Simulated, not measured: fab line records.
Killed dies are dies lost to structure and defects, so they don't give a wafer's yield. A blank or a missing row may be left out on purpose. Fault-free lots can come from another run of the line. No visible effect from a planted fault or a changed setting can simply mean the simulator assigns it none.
fab line records	flow sky130
record: lots: 5	wafers: 15	last-day: 50
route steps=708 shown VIA3@588 METAL4@598 CAP2M@603 PAD_OPEN@708
lots with no fault: from the same line, run without faults
start-h: start of the lot's first displayed wafer, in hours after the record's first day	wait-h: how many hours have passed since the lot's step before this one	" as in the row above	L1.1+2: a single row standing in for several wafers	- no value, or no start was given	* or withheld: withheld	< > ~ a bound
route shown NAME@n: names a module that has steps shown in the file, with the first one's number in the route	usual: mean/standard deviation of fault-free wafers	same: alike in all rows	chamber/n: place in a boat	sites: the reading at each site	_std_site: how widely they spread, as a standard deviation	_edge_site: the outer-site mean with the inner-site mean subtracted	radius-mm: how far each site lies from the wafer's centre	mask NAME#n: copy n	behind: the tool/chamber that last shaped the wafer	hold: cause of the lot's hold/its duration in hours/its outcome	device: the transistor (n, p or np) that didn't switch	end of line: the tests these same wafers got at the end of their route	a step with no rows: only its recipe	killed: dies lost to structure and defects at the first sort, not the wafer's yield	map: shows each die of a wafer: x if killed, . if not, _ if none is there
set.NAME: the run value of the setting; set.NAME@STEP: its run value at that earlier step	model.NAME: the simulator's own value behind a step, which no gauge read
lots at some steps of the route; a table a step, a row a wafer
services: the hour from which a tool's chamber was out of use, counted from the record's first day as start-h (under 0 if before that day), plus the number of hours and why
== steps ==
step: SKY_VIA3_ETCH_15
recipe: target: SiO2	chemistry: C4F8/O2/Ar	target-depth-nm: 507	stop-on: TiN	mask-material: KrF-thick	source-w: 1500	bias-w: 1200	pressure-mtorr: 40	c4f8-flow-sccm: withheld	O2_flow_sccm: 6	Ar_flow_sccm: 300	time-s: 78
step: SKY_VIA3_STRIP_16
recipe: chemistry: O2/N2	power-w: 1400	pressure-mtorr: 1500	platen-temp-c: withheld	o2-flow-sccm: 3000	n2-flow-sccm: 300	overash-fraction: 0.5
usual: drypump-motor-current-A: 5.6/0.39	oes-product-au: 0.402/0.0045	strip-time-to-endpoint-s: 4.129/0.026
lot.wafer	tool	chamber	start-h	wait-h	drypump-motor-current-A	oes-product-au	rf-hours-counter-h	strip-time-to-endpoint-s
L499.1	plasma-asher-04	0	957.64	0.0	5.1	0.402	117	4.114
L499.3	"	1	"	"	6.4	0.395	-	4.100
L499.6	"	1	"	"	6.3	0.402	-	4.134
L504.1	plasma-asher-01	0	976.44	0.0	5.4	0.411	54	4.128
L504.5	"	0	"	"	5.4	0.400	-	4.095
L504.6	"	1	"	"	6.1	0.405	-	4.147
L506.2	plasma-asher-03	1	998.59	0.0	5.5	0.397	89	4.092
L506.3	"	0	"	"	5.3	0.407	-	4.141
L506.6	"	0	"	"	5.3	0.398	-	4.141
L508.2	plasma-asher-01	0	1005.46	0.0	5.4	0.403	57	4.129
L508.4	"	0	"	"	5.4	0.400	-	4.120
L508.5	"	0	"	"	5.4	0.404	-	4.113
L519.3	plasma-asher-04	1	1077.27	0.1	6.4	0.404	-	4.141
L519.5	"	0	"	"	5.2	0.397	-	4.119
L519.6	"	1	"	"	6.3	0.395	-	4.135
step: SKY_VIA3_STRIP_17
recipe: chemistry: post-etch-residue-remover	time-s: 1200	temp-c: 72.5
step: SKY_VIA3_CLEAN_18
recipe: chemistry: IPA	time-s: 180	temp-c: 25
step: SKY_VIA3_CLEAN_19
recipe: chemistry: O3/DIW	dry: n2-spin
step: SKY_VIA3_SPUTTER_20
recipe: material: TiN	target-thk-nm: 20	chamber-pressure-pa: 5	power-w: 4000	time-s: 80
step: SKY_VIA3_CVD_21
recipe: material: W	target-thk-nm: 390	time-s: 117.31	temp-c: 400	pressure-torr: 40
step: SKY_VIA3_RS_MEAS_22
recipe: thk-meas-gauge: four-point-probe	reads: W_of_VIA3_CVD_21+TiN_of_VIA3_SPUTTER_20
usual: VIA3_W_RS: 0.293/0.003
lot.wafer	tool	chamber	start-h	wait-h	VIA3_W_RS[ohm/sq]
L499.1	film-metro-02	-	958.45	0.1	0.292
L499.3	"	-	"	"	0.297
L499.6	"	-	"	"	0.296
L504.1	film-metro-03	-	977.28	0.1	0.289
L504.5	"	-	"	"	0.295
L504.6	"	-	"	"	0.289
L506.2	film-metro-02	-	999.42	0.1	0.295
L506.3	"	-	"	"	0.289
L506.6	"	-	"	"	0.297
L508.2	film-metro-02	-	1006.26	0.1	0.293
L508.4	"	-	"	"	0.290
L508.5	"	-	"	"	0.292
L519.3	film-metro-03	-	1078.06	0.1	0.297
L519.5	"	-	"	"	0.293
L519.6	"	-	"	"	0.295
step: SKY_VIA3_THK_MEAS_23
recipe: thk-meas-gauge: xrf	reads: W_of_VIA3_CVD_21
usual: VIA3_W_THK: 377/4.7
lot.wafer	tool	chamber	start-h	wait-h	VIA3_W_THK[nm]
L499.1	film-metro-02	-	958.57	0.1	378
L499.3	"	-	"	"	373
L499.6	"	-	"	"	371
L504.1	film-metro-03	-	977.40	0.1	381
L504.5	"	-	"	"	375
L504.6	"	-	"	"	384
L506.2	film-metro-02	-	999.53	0.1	374
L506.3	"	-	"	"	380
L506.6	"	-	"	"	373
L508.2	film-metro-02	-	1006.37	0.1	377
L508.4	"	-	"	"	380
L508.5	"	-	"	"	377
L519.3	film-metro-03	-	1078.16	0.1	372
L519.5	"	-	"	"	374
L519.6	"	-	"	"	375
step: SKY_VIA3_CMP_24
recipe: stop-on: SiO2	t-overpolish-s: 20	down-force-psi: 3.5	platen-rpm: 60	target-thk-nm: 0	pad-velocity-m-s: 0.94248
step: SKY_METAL4_SPUTTER_00
recipe: material: Ti	target-thk-nm: 15	power-w: 3000	time-s: 10	chamber-pressure-pa: 0.4
usual: chamber-pressure-pa: 0.3999/0.0008	throttle-valve-pct: 29.9/1.6
lot.wafer	tool	chamber	start-h	wait-h	chamber-pressure-pa	throttle-valve-pct
L499.1	pvd-sputter-04	-	958.93	0.2	0.3997	31.2
L499.3	"	-	"	"	0.4016	32.1
L499.6	"	-	"	"	0.3989	28.6
L504.1	pvd-sputter-03	-	977.76	0.2	0.4005	29.3
L504.5	"	-	"	"	0.3996	29.4
L504.6	"	-	"	"	0.3998	27.1
L506.2	pvd-sputter-04	-	999.88	0.2	0.4001	30.3
L506.3	"	-	"	"	0.4008	28.4
L506.6	"	-	"	"	0.4002	31.4
L508.2	pvd-sputter-03	-	1006.72	0.1	0.3987	31.5
L508.4	"	-	"	"	0.4012	26.9
L508.5	"	-	"	"	0.3999	29.4
L519.3	pvd-sputter-04	-	1078.50	0.1	0.4003	32.3
L519.5	"	-	"	"	0.4012	31.5
L519.6	"	-	"	"	0.4008	28.6
step: SKY_METAL4_SPUTTER_01
recipe: material: TiN	target-thk-nm: 20	power-w: 6500	time-s: 16.7	chamber-pressure-pa: 0.4
step: SKY_METAL4_SPUTTER_02
recipe: material: AlCu	target-thk-nm: 735	power-w: 10600	time-s: 39.1	chamber-pressure-pa: 0.4
usual: chamber-pressure-pa: 0.4000/0.0008	throttle-valve-pct: 29.9/1.6
lot.wafer	tool	chamber	start-h	wait-h	chamber-pressure-pa	throttle-valve-pct	model.AlCu_of_METAL4_SPUTTER_02.thk-nm
L499.1	pvd-sputter-04	-	958.97	0.0	0.3991	31.3	730.2
L499.3	"	-	"	"	0.3995	31.9	734.6
L499.6	"	-	"	"	0.3990	28.5	719.3
L504.1	pvd-sputter-03	-	977.81	0.0	0.3990	29.5	745.5
L504.5	"	-	"	"	0.3996	29.6	743.9
L504.6	"	-	"	"	0.3998	27.2	755.2
L506.2	pvd-sputter-04	-	999.92	0.0	0.3999	30.2	738.1
L506.3	"	-	"	"	0.4000	28.7	725
L506.6	"	-	"	"	0.4001	31.5	726.9
L508.2	pvd-sputter-03	-	1006.77	0.0	0.4006	31.8	955.8
L508.4	"	-	"	"	0.3993	27.2	741.8
L508.5	"	-	"	"	0.3991	29.5	741.5
L519.3	pvd-sputter-04	-	1078.54	0.0	0.4009	32.5	734.9
L519.5	"	-	"	"	0.3996	31.4	726.9
L519.6	"	-	"	"	0.3997	28.7	715.9
step: SKY_METAL4_SPUTTER_03
recipe: material: Ti	target-thk-nm: 5	power-w: 3000	time-s: 3.3	chamber-pressure-pa: 0.4
usual: chamber-pressure-pa: 0.3999/0.00084	throttle-valve-pct: 29.9/1.5
lot.wafer	tool	chamber	start-h	wait-h	chamber-pressure-pa	throttle-valve-pct
L499.1	pvd-sputter-04	-	959.01	0.0	0.4002	31.3
L499.3	"	-	"	"	0.4001	32.1
L499.6	"	-	"	"	0.4005	28.4
L504.1	pvd-sputter-03	-	977.85	0.0	0.3996	29.4
L504.5	"	-	"	"	0.4001	29.4
L504.6	"	-	"	"	0.4015	27.2
L506.2	pvd-sputter-04	-	999.96	0.0	0.3992	30.3
L506.3	"	-	"	"	0.3999	28.5
L506.6	"	-	"	"	0.4003	31.2
L508.2	pvd-sputter-03	-	1006.81	0.0	0.3993	31.6
L508.4	"	-	"	"	0.4006	27.1
L508.5	"	-	"	"	0.4002	29.6
L519.3	pvd-sputter-04	-	1078.58	0.0	0.3995	32.1
L519.5	"	-	"	"	0.4005	31.3
L519.6	"	-	"	"	0.3996	28.4
step: SKY_METAL4_SPUTTER_04
recipe: material: TiN	target-thk-nm: 70	power-w: 6696	time-s: 58.3	chamber-pressure-pa: 0.4
step: SKY_CAP2M_CVD_00
recipe: material: SiO2	target-thk-nm: 15.5	temp-c: 400	time-s: withheld	rf-w: 450
usual: heater-power-w: 726/74	rf-fwd-power-W: 440.4/2.4	susceptor-temp-C: 399.99/0.23
lot.wafer	tool	chamber	start-h	wait-h	heater-power-w	rf-fwd-power-W	susceptor-temp-C
L499.1	pecvd-01	0	959.08	0.0	580	444.6	400.38
L499.3	"	2	"	"	691	437.5	399.87
L499.6	"	2	"	"	701	439.4	399.64
L504.1	pecvd-03	0	977.91	0.0	798	439.2	399.77
L504.5	"	0	"	"	774	438.6	399.75
L504.6	"	1	"	"	653	435.0	400.04
L506.2	pecvd-03	2	1000.03	0.0	812	439.6	399.83
L506.3	"	2	"	"	826	439.0	399.71
L506.6	"	0	"	"	801	438.2	399.84
L508.2	pecvd-01	2	1006.87	0.0	763	437.1	399.83
L508.4	"	2	"	"	742	437.7	399.61
L508.5	"	0	"	"	632	440.6	400.52
L519.3	pecvd-01	0	1078.65	0.0	579	442.2	399.94
L519.5	"	2	"	"	727	439.6	400.21
L519.6	"	1	"	"	729	442.1	399.78
step: SKY_CAP2M_THK_MEAS_01
recipe: reads: SiO2_of_CAP2M_CVD_00
usual: CAP2M_CVD_00_THK: 15.44/0.22
lot.wafer	tool	chamber	start-h	wait-h	CAP2M_CVD_00_THK[nm]
L499.1	film-metro-01	-	959.10	-	15.08
L499.3	"	-	"	"	15.27
L499.6	"	-	"	"	15.42
L504.1	film-metro-03	-	977.94	-	15.08
L504.5	"	-	"	"	15.33
L504.6	"	-	"	"	15.59
L506.2	film-metro-01	-	1000.07	-	15.16
L506.3	"	-	"	"	15.48
L506.6	"	-	"	"	15.44
L508.2	film-metro-04	-	1006.92	-	15.60
L508.4	"	-	"	"	15.84
L508.5	"	-	"	"	15.69
L519.3	film-metro-03	-	1078.69	-	15.18
L519.5	"	-	"	"	15.76
L519.6	"	-	"	"	15.72
step: SKY_CAP2M_SPUTTER_02
recipe: material: TiN	target-thk-nm: 200	temp-c: 300	power-w: 6500	time-s: 166.7	chamber-pressure-pa: 0.4
step: SKY_CAP2M_RS_MEAS_03
recipe: thk-meas-gauge: four-point-probe	reads: TiN_of_CAP2M_SPUTTER_02
usual: CAP2M_TIN_RS: 6.92/0.066
lot.wafer	tool	chamber	start-h	wait-h	CAP2M_TIN_RS[ohm/sq]
L499.1	film-metro-03	-	959.27	0.1	6.87
L499.3	"	-	"	"	6.92
L499.6	"	-	"	"	6.89
L504.1	film-metro-01	-	978.10	0.1	6.95
L504.5	"	-	"	"	6.98
L504.6	"	-	"	"	6.92
L506.2	film-metro-04	-	1000.25	0.1	6.94
L506.3	"	-	"	"	6.91
L506.6	"	-	"	"	6.94
L508.2	film-metro-01	-	1007.09	0.1	6.91
L508.4	"	-	"	"	6.91
L508.5	"	-	"	"	6.94
L519.3	film-metro-04	-	1078.88	0.1	6.84
L519.5	"	-	"	"	6.85
L519.6	"	-	"	"	6.79
step: SKY_CAP2M_THK_MEAS_04
recipe: thk-meas-gauge: xrf	reads: TiN_of_CAP2M_SPUTTER_02
usual: CAP2M_TIN_THK: 201.4/2.6
lot.wafer	tool	chamber	start-h	wait-h	CAP2M_TIN_THK[nm]
L499.1	film-metro-03	-	959.39	0.1	202.8
L499.3	"	-	"	"	200.9
L499.6	"	-	"	"	201.2
L504.1	film-metro-01	-	978.22	0.1	201.0
L504.5	"	-	"	"	199.5
L504.6	"	-	"	"	201.5
L506.2	film-metro-04	-	1000.36	0.1	201.8
L506.3	"	-	"	"	201.8
L506.6	"	-	"	"	201.9
L508.2	film-metro-01	-	1007.20	0.1	202.0
L508.4	"	-	"	"	202.3
L508.5	"	-	"	"	200.7
L519.3	film-metro-04	-	1078.98	0.1	205.5
L519.5	"	-	"	"	206.4
L519.6	"	-	"	"	206.4
step: SKY_CAP2M_DEHYDRATE_05
recipe: temp-c: 200	time-s: 60
step: SKY_CAP2M_HMDS_06
recipe: prime-time-s: 60	prime-temp-c: 120
step: SKY_CAP2M_COAT_07
recipe: resist: NOVOLAK	spin-rpm: 3000	resist-thk-nm: 1140
step: SKY_CAP2M_SOFTBAKE_08
recipe: temp-c: 90	time-s: 60	resist: NOVOLAK
step: SKY_CAP2M_EXPOSE_09
recipe: mask-id: CAP2M	na: 0.6	source-shape: conventional	sigma-outer: 0.6	polarization: unpolarized	target-cd-nm: 1000	dose-mj: 159
step: SKY_CAP2M_PEB_10
recipe: temp-c: withheld	time-s: *	resist: NOVOLAK
step: SKY_CAP2M_DEVELOP_11
recipe: resist: NOVOLAK	developer: TMAH	develop-time-s: 60	dev-temp-c: 23
step: SKY_CAP2M_OVL_MEAS_12
usual: CAP2M_OVL: 0.3/1.1
lot.wafer	tool	chamber	start-h	wait-h	CAP2M_OVL[nm]
L499.1	overlay-01	-	982.71	0.1	2.0
L499.3	"	-	"	"	1.1
L499.6	"	-	"	"	0.0
L504.1	overlay-01	-	1000.95	0.1	2.9
L504.5	"	-	"	"	3.4
L504.6	"	-	"	"	1.2
L506.2	overlay-02	-	1023.51	0.1	-0.6
L506.3	"	-	"	"	-1.7
L506.6	"	-	"	"	-0.3
L508.2	overlay-02	-	1029.57	0.1	0.6
L508.4	"	-	"	"	-0.4
L508.5	"	-	"	"	1.8
L519.3	overlay-02	-	1099.29	0.1	0.4
L519.5	"	-	"	"	0.6
L519.6	"	-	"	"	0.3
step: SKY_CAP2M_METAL_ETCH_13
recipe: target-depth-nm: 220	stop-on: SiO2	chemistry: Cl2/BCl3	target: TiN	pressure-mtorr: 10	icp-w: 900	bias-w: 48.5	Cl2_flow_sccm: 60	bcl3-flow-sccm: 30	time-s: 62.9
step: SKY_CAP2M_STRIP_14
recipe: chemistry: O2/N2	power-w: 1400	pressure-mtorr: 1500	platen-temp-c: withheld	o2-flow-sccm: 3000	n2-flow-sccm: 300	overash-fraction: 0.5
usual: drypump-motor-current-A: 5.9/0.46	oes-product-au: 0.710/0.0049	strip-time-to-endpoint-s: 12.63/0.049
lot.wafer	tool	chamber	start-h	wait-h	drypump-motor-current-A	oes-product-au	rf-hours-counter-h	strip-time-to-endpoint-s
L499.1	plasma-asher-02	1	982.83	0.1	6.5	0.708	25	12.62
L499.3	"	0	"	"	6.1	0.707	-	12.59
L499.6	"	1	"	"	6.5	0.714	-	12.55
L504.1	plasma-asher-02	0	1001.06	0.1	6.0	0.710	27	12.68
L504.5	"	1	"	"	6.5	0.713	-	12.68
L504.6	"	0	"	"	6.0	0.718	-	12.68
L506.2	plasma-asher-04	1	1023.61	0.1	6.4	0.711	123	12.57
L506.3	"	0	"	"	5.2	0.712	-	12.53
L506.6	"	1	"	"	6.3	0.709	-	12.57
L508.2	plasma-asher-01	1	1029.68	0.1	6.2	0.717	59	12.69
L508.4	"	1	"	"	6.2	0.704	-	12.65
L508.5	"	0	"	"	5.4	0.712	-	12.72
L519.3	plasma-asher-01	1	1099.43	0.1	6.1	0.704	-	12.62
L519.5	"	1	"	"	6.1	0.709	-	12.65
L519.6	"	0	"	"	5.4	0.706	-	12.69
step: SKY_CAP2M_STRIP_15
recipe: chemistry: post-etch-residue-remover	time-s: 1200	temp-c: 72.5
step: SKY_CAP2M_CLEAN_16
recipe: chemistry: IPA	time-s: 180	temp-c: 25
step: SKY_CAP2M_CLEAN_17
recipe: chemistry: O3/DIW	dry: n2-spin
step: SKY_METAL4_DEHYDRATE_05
recipe: temp-c: 200	time-s: 60
step: SKY_METAL4_HMDS_06
recipe: prime-time-s: 60	prime-temp-c: 120
step: SKY_METAL4_COAT_07
recipe: resist: BARC	temp-c: withheld	time-s: withheld	spin-rpm: 3000	resist-thk-nm: 60
step: SKY_METAL4_COAT_08
recipe: resist: KrF-thick	spin-rpm: 3000	resist-thk-nm: 1140
step: SKY_METAL4_SOFTBAKE_09
recipe: temp-c: 100	time-s: 90	resist: KrF-thick
step: SKY_METAL4_EXPOSE_10
recipe: mask-id: MM4	na: 0.68	source-shape: annular	sigma-inner: 0.4	sigma-outer: 0.8	target-cd-nm: 300	dose-mj: 28
step: SKY_METAL4_PEB_11
recipe: peb-temp-c: withheld	peb-time-s: withheld	resist: KrF-thick
step: SKY_METAL4_DEVELOP_12
recipe: develop-time-s: 60	resist: KrF-thick	dev-temp-c: 21
step: SKY_METAL4_CD_MEAS_13
recipe: target-cd-nm: 300
usual: cd-nm: 300.2/1.2
lot.wafer	tool	chamber	start-h	wait-h	cd-nm
L499.1	cd-sem-01	-	1007.06	-	299.8
L499.3	"	-	"	"	299.5
L499.6	"	-	"	"	298.5
L504.1	cd-sem-01	-	1024.73	-	299.9
L504.5	"	-	"	"	300.8
L504.6	"	-	"	"	299.9
L506.2	cd-sem-01	-	1047.23	-	300.9
L506.3	"	-	"	"	300.9
L506.6	"	-	"	"	301.1
L508.2	cd-sem-02	-	1051.98	-	300.1
L508.4	"	-	"	"	299.5
L508.5	"	-	"	"	300.1
L519.3	cd-sem-02	-	1119.72	-	300.1
L519.5	"	-	"	"	300.6
L519.6	"	-	"	"	300.0
step: SKY_METAL4_METAL_ETCH_18
recipe: target-depth-a: 8450	stop-on: SiO2	over-etch-frac: 0.3	time-s: 183.1	chemistry: Cl2/BCl3	resist-sidewall-deg: 88	pressure-mtorr: 10	icp-w: 900	bias-w: 48.5	Cl2_flow_sccm: 60	bcl3-flow-sccm: 30
usual: drypump-motor-current-A: 5.4/0.51	oes-product-au: 0.868/0.0066	rf-fwd-power-W: 897.7/2.8	throttle-valve-pct: 22.264/0.0084
lot.wafer	tool	chamber	start-h	wait-h	drypump-motor-current-A	oes-product-au	rf-fwd-power-W	rf-hours-counter-h	throttle-valve-pct
L499.1	rie-metal-02	0	1007.37	0.0	6.0	0.862	901.3	7	22.270
L499.3	"	1	"	"	4.7	0.865	895.7	-	22.266
L499.6	"	1	"	"	4.7	0.853	900.2	-	22.259
L504.1	rie-metal-01	1	1025.04	0.0	5.1	0.874	894.7	14	22.266
L504.5	"	1	"	"	5.1	0.872	899.2	-	22.275
L504.6	"	0	"	"	5.6	0.879	899.2	-	22.258
L506.2	rie-metal-01	1	1047.52	0.0	5.1	0.863	897.5	16	22.252
L506.3	"	1	"	"	5.1	0.867	894.6	-	22.263
L506.6	"	1	"	"	5.1	0.859	898.4	-	22.279
L508.2	rie-metal-04	0	1052.27	0.0	6.1	0.995	902.3	18	22.253
L508.4	"	1	"	"	5.1	0.868	897.7	-	22.247
L508.5	"	1	"	"	5.0	0.868	895.8	-	22.252
L519.3	rie-metal-01	0	1120.05	0.1	5.6	0.861	899.0	-	22.269
L519.5	"	0	"	"	5.6	0.869	899.7	-	22.260
L519.6	"	1	"	"	5.1	0.860	897.5	-	22.252
step: SKY_PAD_OPEN_PROBE_99
lot.wafer	tool	chamber	start-h	wait-h	hold	model.etest.met4-comb.leak-log10-a-um	model.etest.met4.line-ohm-um	model.etest.met4.rs-ohm-sq
L499.1	prober-02	-	1098.71	0.1	-	-12.04	0.1408	0.04244
L499.3	prober-02	-	1098.81	0.2	-	-12.19	0.1393	0.04274
L499.6	prober-02	-	1098.96	0.2	-	-12.12	0.1447	0.04315
L504.1	prober-02	-	1116.90	0.1	-	-12.05	0.1437	0.04186
L504.5	prober-02	-	1117.10	0.2	-	-12.14	0.1438	0.0422
L504.6	prober-02	-	1117.15	0.2	-	-11.9	0.1387	0.04162
L506.2	prober-01	-	1136.70	0.1	-	-11.98	0.148	0.04256
L506.3	prober-01	-	1136.75	0.2	-	-11.83	0.1444	0.04319
L506.6	prober-01	-	1136.90	0.2	-	-12.01	0.1463	0.04327
L508.2	prober-02	-	1139.81	0.1	await-dispo/2.8h/release	-8.303	0.1067	0.0325
L508.4	prober-02	-	1139.91	0.2	await-dispo/2.8h/release	-12.32	0.1413	0.04238
L508.5	prober-02	-	1139.96	0.2	await-dispo/2.8h/release	-11.85	0.144	0.04227
L519.3	prober-01	-	1197.61	0.2	-	-11.81	0.1454	0.04283
L519.5	prober-01	-	1197.71	0.2	-	-12.08	0.142	0.04275
L519.6	prober-01	-	1197.76	0.2	-	-12.02	0.155	0.04406
killed by level:class
L499.1 VIA3:geometric-particle:open=10 LI_CONTACT:geometric-particle:open=9 CONTACT:geometric-particle:open=9 FIELD_ISO:geometric-particle:short=7 VIA1:geometric-particle:open=6 POLY_GATE:geometric-particle:open=5 METAL2:geometric-particle:short=4 VIA2:geometric-particle:open=4
L499.3 METAL2:geometric-particle:short=9 LI_CONTACT:geometric-particle:open=9 METAL1:geometric-particle:short=7 FIELD_ISO:geometric-particle:open=5 CONTACT:geometric-particle:short=5 CONTACT:geometric-particle:open=5 VIA1:geometric-particle:short=5 VIA1:geometric-particle:open=5
L499.6 VIA1:geometric-particle:open=17 VIA3:geometric-particle:open=12 FIELD_ISO:geometric-particle:open=8 CONTACT:geometric-particle:open=8 VIA2:geometric-particle:open=7 LI_CONTACT:geometric-particle:open=7 FIELD_ISO:geometric-particle:short=5 CONTACT:geometric-particle:short=5
L504.1 VIA1:geometric-particle:open=10 VIA2:geometric-particle:open=9 VIA3:geometric-particle:open=9 LI_CONTACT:geometric-particle:open=6 LOCAL_INTERCONNECT:geometric-particle:short=6 POLY_GATE:geometric-particle:open=5 METAL1:geometric-particle:short=5 CONTACT:geometric-particle:open=5
L504.5 VIA3:geometric-particle:open=12 VIA1:geometric-particle:open=9 CONTACT:geometric-particle:short=7 FIELD_ISO:geometric-particle:open=6 LI_CONTACT:geometric-particle:open=6 LOCAL_INTERCONNECT:geometric-particle:short=6 CONTACT:geometric-particle:open=5 METAL4:geometric-particle:short=4
L504.6 VIA1:geometric-particle:open=8 CONTACT:geometric-particle:open=7 METAL1:geometric-particle:short=7 VIA3:geometric-particle:open=7 LI_CONTACT:geometric-particle:open=6 VIA3:geometric-particle:short=5 LOCAL_INTERCONNECT:geometric-particle:short=4 CONTACT:geometric-particle:short=4
L506.2 VIA2:geometric-particle:open=11 VIA1:geometric-particle:open=8 FIELD_ISO:geometric-particle:open=7 LI_CONTACT:geometric-particle:open=6 LOCAL_INTERCONNECT:geometric-particle:short=6 FIELD_ISO:geometric-particle:short=5 CONTACT:geometric-particle:open=5 METAL2:geometric-particle:short=5
L506.3 POLY_GATE:geometric-particle:short=8 METAL1:geometric-particle:short=8 VIA2:geometric-particle:open=8 LOCAL_INTERCONNECT:geometric-particle:short=6 CONTACT:geometric-particle:short=5 VIA1:geometric-particle:open=5 VIA1:geometric-particle:short=5 FIELD_ISO:geometric-particle:open=4
L506.6 CONTACT:geometric-particle:open=13 METAL2:geometric-particle:short=9 VIA1:geometric-particle:open=8 VIA2:geometric-particle:open=7 POLY_GATE:geometric-particle:open=6 LI_CONTACT:geometric-particle:open=6 CONTACT:geometric-particle:short=5 LOCAL_INTERCONNECT:geometric-particle:short=5
L519.3 VIA1:geometric-particle:open=13 LI_CONTACT:geometric-particle:open=8 CONTACT:geometric-particle:short=6 VIA2:geometric-particle:open=6 VIA3:geometric-particle:open=6 FIELD_ISO:geometric-particle:short=5 CONTACT:geometric-particle:open=5 FIELD_ISO:geometric-particle:open=4
L519.5 VIA1:geometric-particle:open=15 CONTACT:geometric-particle:open=9 VIA2:geometric-particle:open=9 METAL1:geometric-particle:short=6 CONTACT:geometric-particle:short=6 FIELD_ISO:geometric-particle:open=5 LOCAL_INTERCONNECT:geometric-particle:short=5 POLY_GATE:geometric-particle:short=4
L519.6 LOCAL_INTERCONNECT:geometric-particle:short=13 VIA1:geometric-particle:open=11 FIELD_ISO:geometric-particle:short=7 POLY_GATE:geometric-particle:open=6 LI_CONTACT:geometric-particle:open=6 CONTACT:geometric-particle:open=6 FIELD_ISO:geometric-particle:open=5 CONTACT:geometric-particle:short=5
map L504.1 (x killed, . not)
__________.....x...._________
________....x......x.._______
______................x._____
_____x...xxx.......x.....____
____..xx.......x.....x....___
___..xx...x.......xx...x.x.__
__.x...x......x...x........._
_.........xx....xx.x.x..x....
_.....x......x.xxxxx.........
_..x.x.......x......x...x....
_.x.x...xx.x.....x.....x.....
_...xx........x......x..x.xxx
_...x.....x..............x..x
_..xx...x.x....x....x.......x
_...x...x..x....x............
__x..x..........x......x...._
___.x..........x.xx..x...x.__
____.....x.........xx.....___
_____x.....x..x...x.....x____
______...xx.......x....._____
________....xx.....x.._______
__________x.....x..._________
map L519.6 (x killed, . not)
__________.......xx._________
________....x.x....x.._______
______.....x.........x.._____
_____...x..x...........x.____
____....xxx.....x........x___
___............x.....x...x.__
__.....x..x...........x..xx._
_.x........x..xx...xx...xxx..
_x.....x..........x....x.x..x
_..x..x.........x......x....x
_....x.........x.x..........x
_.x.x.....x..x......x.....xxx
_.................x..xx.....x
_x......x........x...........
_.............x..x..x........
__........xx..x..x...x.....x_
___..x...x..........x......__
____...x........x..x......___
_____.......x.........x..____
______x.x..xx....x.xx..._____
________......xxxxxx.._______
__________...xx....x_________
== services ==
tool	chamber	start-h	hours	kind
plasma-asher-04	-	942.30	8.1	repair
plasma-asher-03	-	959.34	0.5	repair
rie-metal-02	-	990.33	2.1	repair
pecvd-01	1	992.85	19.9	repair
plasma-asher-01	-	995.40	2.4	repair
pvd-sputter-04	0	1000.03	-	consumable-replace:kit
pvd-sputter-04	0	1000.03	18.0	scheduled-down
pvd-sputter-04	0	1000.03	18.0	vent-cycle
plasma-asher-02	-	1006.36	1.4	repair
pvd-sputter-04	-	1009.33	5.6	repair
pecvd-03	2	1014.59	11.0	repair
pecvd-01	2	1038.75	16.6	repair
plasma-asher-01	-	1053.19	1.4	repair
plasma-asher-04	-	1055.25	9.0	pm
rie-metal-02	-	1064.07	1.4	pm
pecvd-03	-	1067.43	14.6	pm
plasma-asher-04	-	1077.94	14.6	pm
pecvd-03	0	1089.68	12.9	repair
pecvd-03	1	1090.84	3.7	repair
pvd-sputter-04	3	1097.31	-	consumable-replace:kit
pvd-sputter-04	3	1097.31	18.0	scheduled-down
pecvd-01	-	1106.52	0.5	repair
rie-metal-02	0	1108.04	1.9	repair
pvd-sputter-03	-	1118.13	2.8	repair
== key ==
first-sign: step: SKY_METAL4_METAL_ETCH_18	reading: oes-product-au	direction: up	sigmas: 19	usual: 0.868	struck: 0.995
effect: step: SKY_PAD_OPEN_PROBE_99	reading: hold	direction: added
model-effect: step: SKY_METAL4_SPUTTER_02	value: AlCu_of_METAL4_SPUTTER_02.thk-nm	without: 738.1	struck: 955.8
model-effect: step: SKY_PAD_OPEN_PROBE_99	value: etest.met4-comb.leak-log10-a-um	without: -11.93	struck: -8.303
met-at SKY_METAL4_SPUTTER_02
struck-wafers L508.2
sort-left-out L508.2
fault: kind: process-parameter-drift	tool: pvd-sputter-03	chamber: -	onset-h: 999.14	steps: SKY_METAL4_SPUTTER_02	channel: target-thk-nm	offset: 217.64	shape: step	end-h: 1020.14	acts-in: these-recipes-only	stated: 735	scope: struck-wafers-only
sort-left-out: the simulated sort isn't trusted on such a fault, so these wafers' sort isn't shown, and their yield isn't known
